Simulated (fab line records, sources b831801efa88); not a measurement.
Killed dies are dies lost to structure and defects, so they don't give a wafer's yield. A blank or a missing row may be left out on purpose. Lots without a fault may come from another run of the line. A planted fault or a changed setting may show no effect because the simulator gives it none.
fab line records | flow gf180mcu
record lots=13 wafers=39 last_day=34
route steps=602 shown CONTACT@288 M1@320
lots that met no fault: from a run of the same line without faults
start_h: hours from the record's first day to the start of the lot's first wafer shown | wait_h: hours since the lot's step before | " the same as in the row above | L1.1+2: a row that stands for several wafers | - no value, or no start given | * or withheld: withheld | < > ~ a bound
route shown NAME@n: a module of which the file shows steps, and the number in the route of the first | usual: mean/standard deviation of fault-free wafers | same: alike in all rows | chamber/n: place in a boat | sites: the reading at each site | _std_site: their standard deviation | _edge_site: outer sites' mean less inner sites' | radius_mm: how far each site lies from the wafer's centre | mask NAME#n: copy n | behind: the tool/chamber that last shaped the wafer | hold: why the lot was held/for how many hours/how that ended | device: the transistor (n, p or np) that didn't switch | end of line: the same wafers' tests at the end of the route | a step without rows: its recipe alone | killed: dies lost to structure and defects at the first sort, not the wafer's yield | map: a wafer's dies, x killed, . not, _ none there
set.NAME: the setting as run; set.NAME@STEP: as run at that earlier step | model.NAME: the simulator's own value behind a step, which no gauge read
steps of the route over a sample of lots; a table a step, a row a wafer
services: from which hour (start_h, from the record's first day; less than 0 if before it) a tool's chamber was out of use, for how many hours, and why
## steps
# step GF_CONTACT_THK_MEAS_01
# recipe reads=SiO2_of_CONTACT_CVD_00
# usual CONTACT_CVD_00_THK=302.5/2.9
# columns lot.wafer tool chamber start_h wait_h CONTACT_CVD_00_THK[nm]
L346.2 film_metro-01 - 337.79 0.0 306.8
L346.3 " - " " 300.1
L346.5 " - " " 298.0
L347.1 film_metro-04 - 343.35 0.0 302.1
L347.2 " - " " 302.3
L347.5 " - " " 300.4
L349.2 film_metro-02 - 367.92 0.0 303.0
L349.3 " - " " 301.3
L349.5 " - " " 304.2
L350.1 film_metro-02 - 372.84 0.0 296.0
L350.3 " - " " 303.4
L350.4 " - " " 300.5
L351.1 film_metro-01 - 381.55 0.0 301.9
L351.3 " - " " 305.2
L351.4 " - " " 300.3
L352.1 film_metro-04 - 388.47 0.0 309.9
L352.2 " - " " 298.9
L352.4 " - " " 302.4
L353.2 film_metro-04 - 400.96 0.0 304.2
L353.4 " - " " 303.2
L353.6 " - " " 301.9
L354.2 film_metro-04 - 406.81 0.0 301.3
L354.5 " - " " 302.2
L354.6 " - " " 303.5
L357.1 film_metro-04 - 439.79 0.0 301.5
L357.2 " - " " 303.9
L357.3 " - " " 300.2
L358.1 film_metro-02 - 451.77 0.0 304.1
L358.4 " - " " 306.3
L358.5 " - " " 300.0
L367.3 film_metro-02 - 517.26 0.0 299.4
L367.4 " - " " 303.0
L367.5 " - " " 304.9
L368.1 film_metro-04 - 524.87 0.0 299.0
L368.2 " - " " 303.6
L368.4 " - " " 303.1
L369.1 film_metro-02 - 537.17 0.0 303.0
L369.4 " - " " 302.5
L369.6 " - " " 303.7
# step GF_CONTACT_CVD_24
# recipe material=W target_thk_nm=300 time_s=90.339 temp_c=400 pressure_torr=40
# usual chamber_pressure_Torr=40.01/0.083 heater_power_w=966/81 susceptor_temp_C=400.00/0.2
# columns lot.wafer tool chamber start_h wait_h chamber_pressure_Torr heater_power_w susceptor_temp_C
L346.2 cvd_w-02 1 360.82 0.0 40.05 1036 399.96
L346.3 " 1 " " 40.07 1016 400.15
L346.5 " 1 " " 40.05 1026 399.89
L347.1 cvd_w-02 1 366.60 0.0 39.94 1034 399.69
L347.2 " 0 " " 39.93 969 399.99
L347.5 " 1 " " 40.06 1031 400.03
L349.2 cvd_w-02 0 391.87 0.0 40.03 981 399.92
L349.3 " 1 " " 39.87 1021 400.28
L349.5 " 1 " " 39.99 1034 400.08
L350.1 cvd_w-02 0 396.62 0.0 39.97 948 400.15
L350.3 " 0 " " 40.03 951 400.19
L350.4 " 1 " " 39.91 1043 399.90
L351.1 cvd_w-01 0 405.92 0.0 40.05 998 400.30
L351.3 " 0 " " 40.24 957 399.79
L351.4 " 1 " " 40.09 785 400.07
L352.1 cvd_w-01 1 412.12 0.0 40.02 794 399.73
L352.2 " 0 " " 40.03 993 399.99
L352.4 " 1 " " 40.04 805 400.32
L353.2 cvd_w-02 1 425.32 0.0 39.99 1043 399.79
L353.4 " 0 " " 40.14 945 399.83
L353.6 " 1 " " 39.95 1045 399.97
L354.2 cvd_w-02 0 431.47 0.0 39.95 933 399.94
L354.5 " 0 " " 40.04 938 400.04
L354.6 " 1 " " 39.73 1033 400.16
L357.1 cvd_w-02 0 465.65 0.0 45.46 933 399.65
L357.2 " 1 " " 40.05 1036 400.46
L357.3 " 1 " " 40.05 1019 399.92
L358.1 cvd_w-02 1 477.18 0.0 39.92 1024 400.23
L358.4 " 0 " " 45.29 949 399.82
L358.5 " 0 " " 45.45 944 399.60
L367.3 cvd_w-02 1 540.65 0.1 40.06 1029 400.10
L367.4 " 0 " " 39.98 960 399.94
L367.5 " 1 " " 40.03 1030 400.29
L368.1 cvd_w-02 0 548.92 0.0 39.92 978 399.75
L368.2 " 1 " " 39.98 1044 400.07
L368.4 " 0 " " 39.85 970 399.92
L369.1 cvd_w-01 0 560.38 0.0 39.94 989 400.22
L369.4 " 0 " " 40.01 994 399.81
L369.6 " 1 " " 39.99 793 399.91
# step GF_CONTACT_RS_MEAS_25
# recipe thk_meas_gauge=four-point-probe reads=W_of_CONTACT_CVD_24+TiN_of_CONTACT_SPUTTER_23+Ti_of_CONTACT_SPUTTER_22
# usual CONTACT_W_RS=0.382/0.0044
# columns lot.wafer tool chamber start_h wait_h CONTACT_W_RS[ohm/sq]
L346.2 film_metro-04 - 360.94 0.1 0.384
L346.3 " - " " 0.386
L346.5 " - " " 0.381
L347.1 film_metro-01 - 366.70 0.1 0.393
L347.2 " - " " 0.387
L347.5 " - " " 0.389
L349.2 film_metro-01 - 391.99 0.1 0.380
L349.3 " - " " 0.380
L349.5 " - " " 0.384
L350.1 film_metro-01 - 396.72 0.1 0.376
L350.3 " - " " 0.378
L350.4 " - " " 0.380
L351.1 film_metro-01 - 406.02 0.1 0.379
L351.3 " - " " 0.382
L351.4 " - " " 0.382
L352.1 film_metro-02 - 412.22 0.1 0.382
L352.2 " - " " 0.386
L352.4 " - " " 0.384
L353.2 film_metro-02 - 425.44 0.1 0.380
L353.4 " - " " 0.382
L353.6 " - " " 0.386
L354.2 film_metro-04 - 431.59 0.1 0.381
L354.5 " - " " 0.377
L354.6 " - " " 0.381
L357.1 film_metro-04 - 465.75 0.1 0.361
L357.2 " - " " 0.387
L357.3 " - " " 0.388
L358.1 film_metro-01 - 477.28 0.1 0.378
L358.4 " - " " 0.354
L358.5 " - " " 0.350
L367.3 film_metro-01 - 540.76 0.1 0.385
L367.4 " - " " 0.383
L367.5 " - " " 0.385
L368.1 film_metro-02 - 549.02 0.1 0.384
L368.2 " - " " 0.387
L368.4 " - " " 0.381
L369.1 film_metro-01 - 560.48 0.1 0.386
L369.4 " - " " 0.382
L369.6 " - " " 0.389
# step GF_CONTACT_THK_MEAS_26
# recipe thk_meas_gauge=xrf reads=W_of_CONTACT_CVD_24
# usual CONTACT_W_THK=303/4.6
# columns lot.wafer tool chamber start_h wait_h CONTACT_W_THK[nm]
L346.2 film_metro-04 - 361.05 0.1 304
L346.3 " - " " 299
L346.5 " - " " 306
L347.1 film_metro-01 - 366.82 0.1 298
L347.2 " - " " 299
L347.5 " - " " 300
L349.2 film_metro-01 - 392.10 0.1 308
L349.3 " - " " 307
L349.5 " - " " 304
L350.1 film_metro-01 - 396.84 0.1 310
L350.3 " - " " 309
L350.4 " - " " 307
L351.1 film_metro-01 - 406.14 0.1 306
L351.3 " - " " 305
L351.4 " - " " 307
L352.1 film_metro-02 - 412.34 0.1 301
L352.2 " - " " 297
L352.4 " - " " 300
L353.2 film_metro-02 - 425.55 0.1 303
L353.4 " - " " 302
L353.6 " - " " 298
L354.2 film_metro-04 - 431.70 0.1 303
L354.5 " - " " 304
L354.6 " - " " 299
L357.1 film_metro-04 - 465.87 0.1 320
L357.2 " - " " 299
L357.3 " - " " 300
L358.1 film_metro-01 - 477.40 0.1 310
L358.4 " - " " 332
L358.5 " - " " 334
L367.3 film_metro-01 - 540.86 0.1 302
L367.4 " - " " 303
L367.5 " - " " 303
L368.1 film_metro-02 - 549.14 0.1 298
L368.2 " - " " 296
L368.4 " - " " 299
L369.1 film_metro-01 - 560.60 0.1 300
L369.4 " - " " 303
L369.6 " - " " 301
# step GF_M1_RS_MEAS_05
# recipe thk_meas_gauge=four-point-probe reads=TiN_of_M1_SPUTTER_04+Ti_of_M1_SPUTTER_03+AlCu_of_M1_SPUTTER_02+TiN_of_M1_SPUTTER_01+Ti_of_M1_SPUTTER_00
# usual M1_ALCU_RS=0.0695/0.00088
# columns lot.wafer tool chamber start_h wait_h M1_ALCU_RS[ohm/sq]
L346.2 film_metro-03 - 361.64 0.0 0.0690
L346.3 " - " " 0.0686
L346.5 " - " " 0.0686
L347.1 film_metro-01 - 367.40 0.0 0.0689
L347.2 " - " " 0.0690
L347.5 " - " " 0.0693
L349.2 film_metro-03 - 392.69 0.0 0.0694
L349.3 " - " " 0.0693
L349.5 " - " " 0.0706
L350.1 film_metro-03 - 397.42 0.0 0.0688
L350.3 " - " " 0.0697
L350.4 " - " " 0.0690
L351.1 film_metro-01 - 406.72 0.0 0.0705
L351.3 " - " " 0.0699
L351.4 " - " " 0.0700
L352.1 film_metro-03 - 413.00 0.0 0.0683
L352.2 " - " " 0.0681
L352.4 " - " " 0.0678
L353.2 film_metro-03 - 426.14 0.0 0.0696
L353.4 " - " " 0.0690
L353.6 " - " " 0.0695
L354.2 film_metro-01 - 432.29 0.0 0.0695
L354.5 " - " " 0.0694
L354.6 " - " " 0.0686
L357.1 film_metro-04 - 466.45 0.0 0.0700
L357.2 " - " " 0.0714
L357.3 " - " " 0.0697
L358.1 film_metro-03 - 478.24 0.0 0.0699
L358.4 " - " " 0.0688
L358.5 " - " " 0.0705
L367.3 film_metro-01 - 541.46 0.1 0.0701
L367.4 " - " " 0.0704
L367.5 " - " " 0.0703
L368.1 film_metro-03 - 549.72 0.0 0.0704
L368.2 " - " " 0.0704
L368.4 " - " " 0.0701
L369.1 film_metro-04 - 561.18 0.0 0.0703
L369.4 " - " " 0.0708
L369.6 " - " " 0.0711
# step GF_M1_THK_MEAS_06
# recipe thk_meas_gauge=xrf reads=AlCu_of_M1_SPUTTER_02
# usual M1_ALCU_THK=447/6.1
# columns lot.wafer tool chamber start_h wait_h M1_ALCU_THK[nm]
L346.2 film_metro-03 - 361.75 0.1 451
L346.3 " - " " 453
L346.5 " - " " 451
L347.1 film_metro-01 - 367.52 0.1 450
L347.2 " - " " 456
L347.5 " - " " 449
L349.2 film_metro-03 - 392.80 0.1 445
L349.3 " - " " 447
L349.5 " - " " 439
L350.1 film_metro-03 - 397.54 0.1 451
L350.3 " - " " 445
L350.4 " - " " 449
L351.1 film_metro-01 - 406.84 0.1 440
L351.3 " - " " 445
L351.4 " - " " 448
L352.1 film_metro-03 - 413.12 0.1 453
L352.2 " - " " 452
L352.4 " - " " 458
L353.2 film_metro-03 - 426.25 0.1 444
L353.4 " - " " 448
L353.6 " - " " 443
L354.2 film_metro-01 - 432.40 0.1 449
L354.5 " - " " 447
L354.6 " - " " 455
L357.1 film_metro-04 - 466.57 0.1 441
L357.2 " - " " 435
L357.3 " - " " 445
L358.1 film_metro-03 - 478.36 0.1 445
L358.4 " - " " 449
L358.5 " - " " 439
L367.3 film_metro-01 - 541.56 0.1 442
L367.4 " - " " 444
L367.5 " - " " 443
L368.1 film_metro-03 - 549.84 0.1 441
L368.2 " - " " 441
L368.4 " - " " 442
L369.1 film_metro-04 - 561.30 0.1 442
L369.4 " - " " 437
L369.6 " - " " 437
## services
# columns tool chamber start_h hours kind
cvd_w-01 - 390.00 14.0 pm
cvd_w-01 0 390.00 14.0 vent_cycle
cvd_w-01 1 390.00 14.0 vent_cycle
cvd_w-01 0 404.00 - clean
cvd_w-01 1 404.00 - clean
## key
first_sign step=GF_CONTACT_CVD_24 reading=chamber_pressure_Torr direction=up sigmas=65 usual=40.01 struck=45.40
effect step=GF_CONTACT_RS_MEAS_25 reading=CONTACT_W_RS direction=down sigmas=6.2 usual=0.382 struck=0.355
effect step=GF_CONTACT_THK_MEAS_26 reading=CONTACT_W_THK direction=up sigmas=5.6 usual=303 struck=329
met_at GF_CONTACT_CVD_24
struck_lots L357,L358
struck_wafers L357.1,L358.4,L358.5
tester_left_out L357,L358
not_acting_at GF_CONTACT_THK_MEAS_01,GF_M1_RS_MEAS_05,GF_M1_THK_MEAS_06
onset_between 431.47 465.65
fault kind=process_parameter_drift tool=cvd_w-02 chamber=0 onset_h=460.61 steps=GF_CONTACT_CVD_24 channel=pressure_torr offset=5.4401 shape=step end_h=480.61 acts_in=these_recipes_only stated=40
# tester_left_out: of these lots the tester's yield and bins aren't shown, on N5 and GAA mostly nor the transistor test; their killed dies are dies lost to structure and defects alone, not to doping, threshold or leakage, so they don't give the yield
